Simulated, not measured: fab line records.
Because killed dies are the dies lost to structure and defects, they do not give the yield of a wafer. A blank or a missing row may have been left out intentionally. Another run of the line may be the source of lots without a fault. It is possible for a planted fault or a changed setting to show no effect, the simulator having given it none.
2 desks looking at one fault	flow gf180mcu	what lay behind the numbers comes last; until then each desk has only its own

THE METROLOGY DESK
What the gauges read, lot by lot, whatever tool the lot ran on: means of the sampled wafers that have a number. Any lot whose mean is over 4 standard deviations away from the usual mean is out of limits and marked OUT; that distance is given in the brackets.
Columns: A = PASSIVATION_BOW at GF_PASSIVATION_BOW_MEAS_14, usual 138 um
lot	first seen here	A
L889	day 29 17:16	144
L890	day 30 05:11	138
L891	day 30 14:50	127
L892	day 30 21:07	142
L893	day 31 07:15	143
L895	day 31 17:19	142
L896	day 32 02:56	150
L897	day 32 09:14	136
L898	day 32 14:13	140
L899	day 32 20:22	141
L903	day 33 18:22	148
L904	day 34 03:08	146
This desk found nothing out of limits on any of the 12 lots.

FOR THE TOOL OWNER'S DESK: plasma_asher-01
The tool's own readings at GF_M2_STRIP_17 (strips in O2/N2): means of the sampled wafers that have a number, for each lot that ran on this tool. Any lot whose mean is over 4 standard deviations away from the usual mean is out of limits and marked OUT; that distance is given in the brackets.
Columns: A = drypump_motor_current_A at GF_M2_STRIP_17, usual 5.66 A; B = heater_power_w at GF_M2_STRIP_17, usual 324 W; C = o2_flow_sccm at GF_M2_STRIP_17, usual 2998 sccm; D = oes_product_au at GF_M2_STRIP_17, usual 0.537 a.u.; E = strip_time_to_endpoint_s at GF_M2_STRIP_17, usual 7.374 s
lot	first seen here	A	B	C	D	E
L889	day 20 04:50	5.75	310	3005	0.533	7.359
L890	day 20 17:45	5.85	317	3000	0.537	7.363
L891	day 21 06:42	5.84	317	3000	0.533	7.376
L893	day 22 02:21	5.75	308	3002	0.538	7.366
L895	day 22 16:38	5.86	317	2990	0.537	7.352
L898	day 23 20:26	5.74	307	2998	0.538	7.358
L899	day 24 03:42	5.74	311	2993	0.540	7.373
L903	day 25 09:38	5.89	316	3004	0.540	7.390
L904	day 25 18:11	5.61	308	2991	0.536	7.408
This desk found nothing out of limits on any of the 9 lots.

TAKEN TOGETHER
The metrology desk saw nothing out of limits.
The tool owner's desk saw nothing out of limits.

WHAT THE SIMULATOR PUT IN
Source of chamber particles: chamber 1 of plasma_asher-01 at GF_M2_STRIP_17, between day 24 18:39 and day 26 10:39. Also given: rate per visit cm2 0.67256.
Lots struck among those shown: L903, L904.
